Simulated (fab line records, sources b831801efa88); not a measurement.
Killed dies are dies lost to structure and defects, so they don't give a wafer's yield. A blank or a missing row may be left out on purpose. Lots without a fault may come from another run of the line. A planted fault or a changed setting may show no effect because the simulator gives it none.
A struck lot beside a sound one | flow sky130 | 43 steps out of a route of 708
Sound: wafers L643.1, L643.2, L643.6. Struck: wafers L653.4, L653.5. (L653.3 of the same lot was not struck and is left out.) The cause comes at the end.
At each step with rows: each side's tool, then ch and its chambers, then its first start. Under that, the readings that differ: sound wafers | struck wafers | difference of the means | sigmas: that difference in standard deviations of wafers without a fault.
alike: readings whose means differ by less than 2 such deviations, and words and numbers that are the same on both sides. not compared: withheld readings, readings that some wafer has no value for, bounds like >300 that may hide the same value, and numbers for which the record gives no deviation and whose values overlap.
The two part at a step that has a row with sigmas, a row that says differs or no value, or rows on one side only. Numbers that don't overlap but have no deviation are shown without sigmas and don't part them. A reading that every wafer of one side lacks parts them only if that side has two wafers or more.

first, 2 steps without rows for these wafers: SKY_LDD_LDN_PEB_05; SKY_LDD_LDN_DEVELOP_06 (develop time 58.33 s).
SKY_LDD_LDN_OVL_MEAS_07:
  sound on overlay-02, day 24 17:01; struck on overlay-02, day 28 07:47
  alike: LDD_LDN_OVL
then, 4 steps without rows for these wafers: SKY_LDD_LDN_IMPLANT_08; SKY_LDD_LDN_IMPLANT_09; SKY_LDD_LDN_IMPLANT_10; SKY_LDD_LDN_IMPLANT_11.
SKY_LDD_LDN_STRIP_12: strips in O2/N2.
  sound on plasma_asher-04 ch 0,1, day 24 17:39; struck on plasma_asher-03 ch 0,1, day 28 08:27
  reading                      | sound             | struck      | difference | sigmas
  strip_time_to_endpoint_s (s) | 14.19 14.19 14.18 | 14.10 14.12 | -0.08      | -2
  alike: drypump_motor_current_A, oes_product_au
  not compared: rf_hours_counter_h
SKY_LDD_LDN_TW_MEAS_13:
  sound on film_metro-01, day 24 17:45; struck on film_metro-01, day 28 08:32
  alike: LDD_LDN_TW
then, 2 steps without rows for these wafers: SKY_LDD_LDN_CLEAN_14 (cleans in SC1/SC2, time 150 s); SKY_SPACER_CVD_00 (deposits Si3N4 from DCS/NH3, target thk 43.1 nm, time 740 s).
SKY_SPACER_THK_MEAS_01:
  sound on film_metro-03, day 24 19:04; struck on film_metro-02, day 28 10:35
  alike: SPACER_CVD_00_THK
SKY_SPACER_ETCHBACK_02: etches Si3N4 in CH3F/O2, stops on SiO2, time 46.7 s, target depth 45 nm.
  sound on rie_diel-02 ch 2,3, day 24 19:08; struck on rie_diel-02 ch 1, day 28 10:38
  alike: bias_w, drypump_motor_current_A, oes_product_au, throttle_valve_pct
  not compared: rf_hours_counter_h
then, 8 steps without rows for these wafers: SKY_POLY_CUT_DEHYDRATE_00 (time 60 s); SKY_POLY_CUT_HMDS_01 (prime time 60 s); SKY_POLY_CUT_COAT_02 (resist thk 60 nm); SKY_POLY_CUT_COAT_03 (resist thk 450 nm); SKY_POLY_CUT_SOFTBAKE_04 (time 90 s); SKY_POLY_CUT_EXPOSE_05 (exposes mask NPCM, target cd 270 nm); SKY_POLY_CUT_PEB_06; SKY_POLY_CUT_DEVELOP_07 (develop time 60 s).
SKY_POLY_CUT_CD_MEAS_08: target cd 270 nm.
  sound on cd_sem-02, day 26 00:15; struck on cd_sem-02, day 29 14:21
  alike: cd_nm
SKY_POLY_CUT_OVL_MEAS_09:
  sound on overlay-02, day 26 00:22; struck on overlay-01, day 29 14:26
  alike: POLY_CUT_OVL
SKY_POLY_CUT_ETCH_10: etches BARC in N2/H2, stops on SiO2, time 45.9 s, target depth 60 nm.
  sound on rie_diel-02 ch 2,3, day 26 00:24; struck on rie_diel-01 ch 0,3, day 29 14:28
  alike: bias_w, drypump_motor_current_A, h2_flow_sccm, oes_product_au, throttle_valve_pct
  not compared: rf_hours_counter_h
SKY_POLY_CUT_ETCH_11: etches Si3N4 in CF4/CH2F2/Ar, stops on poly-Si, time 42.5 s, target depth 60 nm.
  sound on rie_diel-02 ch 2,3, day 26 00:26; struck on rie_diel-01 ch 0,3, day 29 14:31
  alike: bias_w, drypump_motor_current_A, mfc_ar_sccm, oes_product_au, throttle_valve_pct
  not compared: rf_hours_counter_h
SKY_POLY_CUT_STRIP_12: strips in O2/N2.
  sound on plasma_asher-01 ch 0,1, day 26 00:29; struck on plasma_asher-02 ch 0,1, day 29 14:35
  reading               | sound             | struck      | difference | sigmas
  oes_product_au (a.u.) | 0.451 0.449 0.441 | 0.454 0.467 | +0.014     | +3
  alike: drypump_motor_current_A, strip_time_to_endpoint_s
  not compared: rf_hours_counter_h
then, 7 steps without rows for these wafers: SKY_SD_P_DEHYDRATE_00 (time 60 s); SKY_SD_P_HMDS_01 (prime time 60 s); SKY_SD_P_COAT_02 (resist thk 1140 nm); SKY_SD_P_SOFTBAKE_03 (time 60 s); SKY_SD_P_EXPOSE_04 (exposes mask PSDM, target cd 380 nm); SKY_SD_P_PEB_05; SKY_SD_P_DEVELOP_06 (develop time 60 s).
SKY_SD_P_CD_MEAS_07: target cd 380 nm.
  sound on cd_sem-02, day 27 04:05; struck on cd_sem-02, day 30 17:43
  alike: cd_nm
SKY_SD_P_OVL_MEAS_08:
  sound on overlay-02, day 27 04:12; struck on overlay-02, day 30 17:49
  alike: SD_P_OVL
then, 1 step without rows for these wafers: SKY_SD_P_IMPLANT_09.
SKY_SD_P_STRIP_10: strips in O2/N2.
  sound on plasma_asher-01 ch 0,1, day 27 04:23; struck on plasma_asher-01 ch 0, day 30 18:01
  alike: drypump_motor_current_A, oes_product_au, strip_time_to_endpoint_s
  not compared: rf_hours_counter_h
SKY_SD_P_TW_MEAS_11:
  sound on film_metro-01, day 27 04:29; struck on film_metro-01, day 30 18:07
  alike: SD_P_TW
then, 4 steps without rows for these wafers: SKY_RES_XHIGH_DEHYDRATE_00 (time 60 s); SKY_RES_XHIGH_HMDS_01 (prime time 60 s); SKY_RES_XHIGH_COAT_02 (resist thk 1140 nm); SKY_RES_XHIGH_SOFTBAKE_03 (time 60 s).
-- the record jumps here: 19 days lie between the struck wafers' starts before and after (it left off in module RES_XHIGH and takes up again in module PAD_OPEN, whose first step shown is number 708 of the route) --
SKY_PAD_OPEN_PROBE_99:
  sound on prober-01, day 47 01:05; struck on prober-01, day 49 11:08
  reading             | sound    | struck  | difference | sigmas
  killed_at_front_end | 9 19 10  | 79 83   | +68        | +17
  killed_dies         | 85 82 79 | 146 152 | +67        | +8
  alike: killed_at_M0_to_M3, killed_at_M4_up, killed_at_contacts, killed_at_other, killed_open, killed_short

WHERE THEY PART
First at SKY_LDD_LDN_STRIP_12; last, within this record, at SKY_PAD_OPEN_PROBE_99.

WHY: what the simulator had put in
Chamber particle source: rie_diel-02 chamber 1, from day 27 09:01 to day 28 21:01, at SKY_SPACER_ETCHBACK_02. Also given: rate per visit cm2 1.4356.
